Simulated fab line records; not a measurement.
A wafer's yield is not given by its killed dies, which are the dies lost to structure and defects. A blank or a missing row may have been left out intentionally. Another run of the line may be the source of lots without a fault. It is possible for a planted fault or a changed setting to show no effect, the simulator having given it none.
The tool behind it: which one? + flow gf180mcu + 24 lots, 72 wafers sampled, at 6 steps of a route of 602

WHAT THE GAUGES SHOWED, per wafer
GF_CONTACT_OVL_MEAS_15.
| lot  | measured     | on         | CONTACT_OVL (nm) |
|------|--------------|------------|------------------|
| L074 | day 16 03:41 | overlay-01 | -9 1 1           |
| L075 | day 16 09:28 | overlay-01 | -10 -5 -3        |
| L076 | day 16 22:13 | overlay-02 | 4 10 8           |
| L077 | day 17 06:41 | overlay-02 | 2 1 -6           |
| L078 | day 17 15:11 | overlay-01 | -3 -2 -10        |
| L079 | day 18 03:41 | overlay-01 | 1 -11 -2         |
| L080 | day 18 09:59 | overlay-01 | -4 -3 -1         |
| L081 | day 19 03:35 | overlay-01 | -3 0 -9          |
| L082 | day 19 08:43 | overlay-02 | -18 -11 -12      |
| L083 | day 19 14:32 | overlay-01 | -6 -6 -11        |
| L084 | day 20 03:10 | overlay-02 | 4 4 -7           |
| L085 | day 20 10:43 | overlay-02 | 6 6 3            |
| L086 | day 20 17:41 | overlay-02 | 4 7 4            |
| L087 | day 20 23:58 | overlay-02 | 8 9 11           |
| L088 | day 21 10:43 | overlay-01 | -6 0 -1          |
| L089 | day 21 14:14 | overlay-01 | -11 -6 5         |
| L090 | day 22 00:49 | overlay-01 | -9 -11 -6        |
| L091 | day 22 10:49 | overlay-02 | -9 -7 -6         |
| L092 | day 22 16:59 | overlay-01 | -2 -5 1          |
| L093 | day 22 22:29 | overlay-02 | -13 -5 -5        |
| L094 | day 23 09:59 | overlay-02 | -4 -6 -4         |
| L095 | day 23 16:19 | overlay-01 | -4 -7 -10        |
| L096 | day 23 23:58 | overlay-02 | -19 -12 -9       |
| L097 | day 24 06:26 | overlay-01 | -3 -6 1          |

GF_M2_RS_MEAS_05: measurement is done with a four-point probe.
| lot  | measured     | on            | M2_ALCU_RS (ohm/sq)  |
|------|--------------|---------------|----------------------|
| L074 | day 18 05:10 | film metro-02 | 0.0702 0.0695 0.0688 |
| L075 | day 18 11:58 | film metro-02 | 0.0675 0.0692 0.0680 |
| L076 | day 19 01:41 | film metro-04 | 0.0693 0.0685 0.0679 |
| L077 | day 19 10:38 | film metro-04 | 0.0695 0.0686 0.0683 |
| L078 | day 19 19:10 | film metro-04 | 0.0698 0.0708 0.0713 |
| L079 | day 20 07:30 | film metro-02 | 0.0685 0.0684 0.0695 |
| L080 | day 20 15:03 | film metro-04 | 0.0696 0.0685 0.0704 |
| L081 | day 21 08:42 | film metro-04 | 0.0695 0.0686 0.0696 |
| L082 | day 21 13:07 | film metro-02 | 0.0705 0.0695 0.0700 |
| L083 | day 21 19:43 | film metro-04 | 0.0698 0.0692 0.0696 |
| L084 | day 22 09:00 | film metro-02 | 0.0711 0.0701 0.0699 |
| L085 | day 22 15:21 | film metro-04 | 0.0681 0.0687 0.0678 |
| L086 | day 22 21:20 | film metro-02 | 0.0700 0.0712 0.0711 |
| L087 | day 23 03:52 | film metro-04 | 0.0676 0.0678 0.0675 |
| L088 | day 23 14:10 | film metro-04 | 0.0703 0.0699 0.0700 |
| L089 | day 23 17:38 | film metro-02 | 0.0679 0.0689 0.0697 |
| L090 | day 24 03:04 | film metro-02 | 0.0690 0.0703 0.0695 |
| L091 | day 24 12:32 | film metro-02 | 0.0704 0.0698 0.0691 |
| L092 | day 24 19:38 | film metro-04 | 0.0696 0.0688 0.0689 |
| L093 | day 24 23:53 | film metro-04 | 0.0692 0.0691 0.0685 |
| L094 | day 25 11:09 | film metro-04 | 0.0695 0.0685 0.0684 |
| L095 | day 25 17:23 | film metro-04 | 0.0685 0.0687 0.0679 |
| L096 | day 26 01:13 | film metro-04 | 0.0697 0.0704 0.0694 |
| L097 | day 26 06:44 | film metro-04 | 0.0688 0.0692 0.0694 |

GF_V2_THK_MEAS_03.
| lot  | measured     | on            | V2_CVD_02_THK (nm) |
|------|--------------|---------------|--------------------|
| L074 | day 19 05:46 | film metro-03 | 848 860 864        |
| L075 | day 19 13:13 | film metro-02 | 853 865 874        |
| L076 | day 20 02:58 | film metro-03 | 857 842 861        |
| L077 | day 20 12:07 | film metro-02 | 844 842 859        |
| L078 | day 20 20:41 | film metro-03 | 839 846 848        |
| L079 | day 21 08:20 | film metro-02 | 847 839 855        |
| L080 | day 21 16:16 | film metro-02 | 838 856 856        |
| L081 | day 22 09:08 | film metro-03 | 836 860 841        |
| L082 | day 22 14:20 | film metro-02 | 837 846 866        |
| L083 | day 22 20:22 | film metro-02 | 842 853 840        |
| L084 | day 23 09:19 | film metro-03 | 841 833 845        |
| L085 | day 23 15:35 | film metro-02 | 850 832 850        |
| L086 | day 23 21:14 | film metro-02 | 831 836 857        |
| L087 | day 24 03:34 | film metro-02 | 864 876 872        |
| L088 | day 24 13:13 | film metro-02 | 839 829 853        |
| L089 | day 24 17:04 | film metro-03 | 838 862 847        |
| L090 | day 25 02:08 | film metro-03 | 849 852 863        |
| L091 | day 25 11:37 | film metro-02 | 849 850 872        |
| L092 | day 25 18:01 | film metro-03 | 867 858 867        |
| L093 | day 25 21:57 | film metro-03 | 851 858 862        |
| L094 | day 26 09:44 | film metro-02 | 846 826 855        |
| L095 | day 26 15:52 | film metro-03 | 844 846 858        |
| L096 | day 26 22:37 | film metro-02 | 861 855 878        |
| L097 | day 27 03:34 | film metro-02 | 858 848 859        |

GF_V2_CD_MEAS_14 targets a cd of 260 nm.
| lot  | measured     | on        | cd nm (nm)        |
|------|--------------|-----------|-------------------|
| L074 | day 20 06:29 | cd sem-01 | 260.3 260.6 260.0 |
| L075 | day 20 14:07 | cd sem-02 | 260.9 262.2 261.3 |
| L076 | day 21 03:22 | cd sem-02 | 259.7 259.8 260.8 |
| L077 | day 21 12:19 | cd sem-01 | 260.5 259.9 261.7 |
| L078 | day 21 20:33 | cd sem-02 | 261.1 260.8 262.9 |
| L079 | day 22 07:38 | cd sem-01 | 260.2 260.6 259.2 |
| L080 | day 22 16:04 | cd sem-01 | 258.9 260.1 259.5 |
| L081 | day 23 08:40 | cd sem-02 | 259.1 260.6 259.1 |
| L082 | day 23 13:06 | cd sem-01 | 260.7 262.0 260.1 |
| L083 | day 23 19:27 | cd sem-02 | 261.4 261.1 261.7 |
| L084 | day 24 08:13 | cd sem-01 | 261.3 260.5 258.2 |
| L085 | day 24 14:26 | cd sem-02 | 260.0 259.4 259.6 |
| L086 | day 24 20:05 | cd sem-02 | 260.8 261.5 259.4 |
| L087 | day 25 02:02 | cd sem-01 | 258.2 258.5 257.4 |
| L088 | day 25 11:39 | cd sem-02 | 259.0 260.0 260.0 |
| L089 | day 25 15:47 | cd sem-01 | 259.4 260.2 261.0 |
| L090 | day 25 23:49 | cd sem-02 | 259.3 258.9 259.8 |
| L091 | day 26 09:05 | cd sem-02 | 262.7 261.4 261.5 |
| L092 | day 26 15:43 | cd sem-02 | 260.5 259.9 259.9 |
| L093 | day 26 19:20 | cd sem-01 | 259.7 260.0 260.0 |
| L094 | day 27 06:11 | cd sem-01 | 261.7 261.0 259.9 |
| L095 | day 27 12:11 | cd sem-01 | 258.8 259.1 258.3 |
| L096 | day 27 18:55 | cd sem-01 | 260.1 260.9 261.7 |
| L097 | day 28 00:14 | cd sem-01 | 261.3 262.2 262.1 |

GF_V3_CD_MEAS_14 targets a cd of 260 nm.
| lot  | measured     | on        | cd nm (nm)        |
|------|--------------|-----------|-------------------|
| L074 | day 22 09:15 | cd sem-02 | 259.8 259.9 259.3 |
| L075 | day 22 17:31 | cd sem-01 | 257.1 258.0 259.4 |
| L076 | day 23 05:07 | cd sem-02 | 259.6 258.7 259.9 |
| L077 | day 23 14:55 | cd sem-02 | 261.0 259.7 258.5 |
| L078 | day 23 23:12 | cd sem-02 | 261.2 262.2 262.3 |
| L079 | day 24 09:43 | cd sem-01 | 261.6 261.5 262.4 |
| L080 | day 24 16:31 | cd sem-02 | 257.5 257.7 256.8 |
| L081 | day 25 08:58 | cd sem-02 | 261.4 261.6 260.7 |
| L082 | day 25 12:49 | cd sem-02 | 259.1 259.0 259.7 |
| L083 | day 25 18:11 | cd sem-01 | 260.2 260.0 260.9 |
| L084 | day 26 05:41 | cd sem-01 | 259.5 259.4 259.7 |
| L085 | day 26 12:02 | cd sem-01 | 261.4 261.7 262.0 |
| L086 | day 26 17:50 | cd sem-01 | 259.2 259.3 258.6 |
| L087 | day 26 22:28 | cd sem-01 | 260.1 261.2 260.9 |
| L088 | day 27 08:22 | cd sem-02 | 259.3 259.9 260.6 |
| L089 | day 27 11:43 | cd sem-01 | 259.7 259.5 259.7 |
| L090 | day 27 19:14 | cd sem-01 | 260.9 260.6 261.4 |
| L091 | day 28 04:31 | cd sem-01 | 259.9 260.1 259.3 |
| L092 | day 28 11:04 | cd sem-01 | 260.2 261.1 260.4 |
| L093 | day 28 14:02 | cd sem-02 | 261.1 262.3 262.0 |
| L094 | day 29 00:24 | cd sem-01 | 259.6 258.9 259.6 |
| L095 | day 29 06:15 | cd sem-02 | 261.5 261.1 261.6 |
| L096 | day 29 12:35 | cd sem-02 | 258.4 259.2 258.7 |
| L097 | day 29 18:11 | cd sem-01 | 258.6 259.2 260.9 |

TOOL THAT RAN EACH LOT (tool first, then ch and the chambers of the sampled wafers, then the start)
| lot  | GF_M2_SPUTTER_04             |
|------|------------------------------|
| L074 | pvd sputter-03, day 18 05:05 |
| L075 | pvd sputter-04, day 18 11:55 |
| L076 | pvd sputter-04, day 19 01:38 |
| L077 | pvd sputter-01, day 19 10:35 |
| L078 | pvd sputter-03, day 19 19:05 |
| L079 | pvd sputter-01, day 20 07:26 |
| L080 | pvd sputter-01, day 20 14:59 |
| L081 | pvd sputter-04, day 21 08:38 |
| L082 | pvd sputter-04, day 21 13:04 |
| L083 | pvd sputter-03, day 21 19:40 |
| L084 | pvd sputter-03, day 22 08:55 |
| L085 | pvd sputter-04, day 22 15:19 |
| L086 | pvd sputter-03, day 22 21:17 |
| L087 | pvd sputter-01, day 23 03:47 |
| L088 | pvd sputter-01, day 23 14:07 |
| L089 | pvd sputter-04, day 23 17:34 |
| L090 | pvd sputter-01, day 24 03:02 |
| L091 | pvd sputter-03, day 24 12:29 |
| L092 | pvd sputter-04, day 24 19:34 |
| L093 | pvd sputter-01, day 24 23:49 |
| L094 | pvd sputter-03, day 25 11:05 |
| L095 | pvd sputter-04, day 25 17:19 |
| L096 | pvd sputter-04, day 26 01:09 |
| L097 | pvd sputter-04, day 26 06:41 |
- GF_M2_SPUTTER_04: material TiN, target thk 50 nm, time 41.7 s.

WHAT THE TOOLS THEMSELVES READ (means of the sampled wafers that have a number; where no wafer has one, the mark that the record gives instead)
GF_M2_SPUTTER_04.
| lot  | tool           | throttle valve pct (%) |
|------|----------------|------------------------|
| L074 | pvd sputter-03 | 30.4                   |
| L075 | pvd sputter-04 | 29.6                   |
| L076 | pvd sputter-04 | 30.3                   |
| L077 | pvd sputter-01 | 28.9                   |
| L078 | pvd sputter-03 | 30.3                   |
| L079 | pvd sputter-01 | 30.4                   |
| L080 | pvd sputter-01 | 30.2                   |
| L081 | pvd sputter-04 | 30.0                   |
| L082 | pvd sputter-04 | 30.5                   |
| L083 | pvd sputter-03 | 30.3                   |
| L084 | pvd sputter-03 | 30.6                   |
| L085 | pvd sputter-04 | 30.1                   |
| L086 | pvd sputter-03 | 30.4                   |
| L087 | pvd sputter-01 | 29.8                   |
| L088 | pvd sputter-01 | 29.8                   |
| L089 | pvd sputter-04 | 30.6                   |
| L090 | pvd sputter-01 | 30.3                   |
| L091 | pvd sputter-03 | 30.3                   |
| L092 | pvd sputter-04 | 30.2                   |
| L093 | pvd sputter-01 | 30.5                   |
| L094 | pvd sputter-03 | 30.4                   |
| L095 | pvd sputter-04 | 30.1                   |
| L096 | pvd sputter-04 | 30.1                   |
| L097 | pvd sputter-04 | 30.6                   |

THE ANSWER, worked out from the rows above alone
Rule: what is usual is taken from the lots themselves. The widest of any qualifying gaps counts: lots, ordered by their means at a reading, are off when they make up no more than a third of the lots, leave a main group of 4 or more, and stand apart from it by 3 or more times the standard deviation of that group's means. Not used: any main group whose means are identical at the precision the tables above print for the reading. A lot without any number at a reading at which 4 lots or more have one is off too. Where the step has rows for the other lots, those lots are counted as sound. After the gauges, taken in route order, come the tools' own readings; for these a lot's mean is taken, as printed above. At the first step where some lot is off, the reading lying furthest off is the one used; lots without a number count as furthest.
Across all readings shown, no lot is off: no conclusion can be drawn from this.

WHAT THE SIMULATOR HAD INSERTED
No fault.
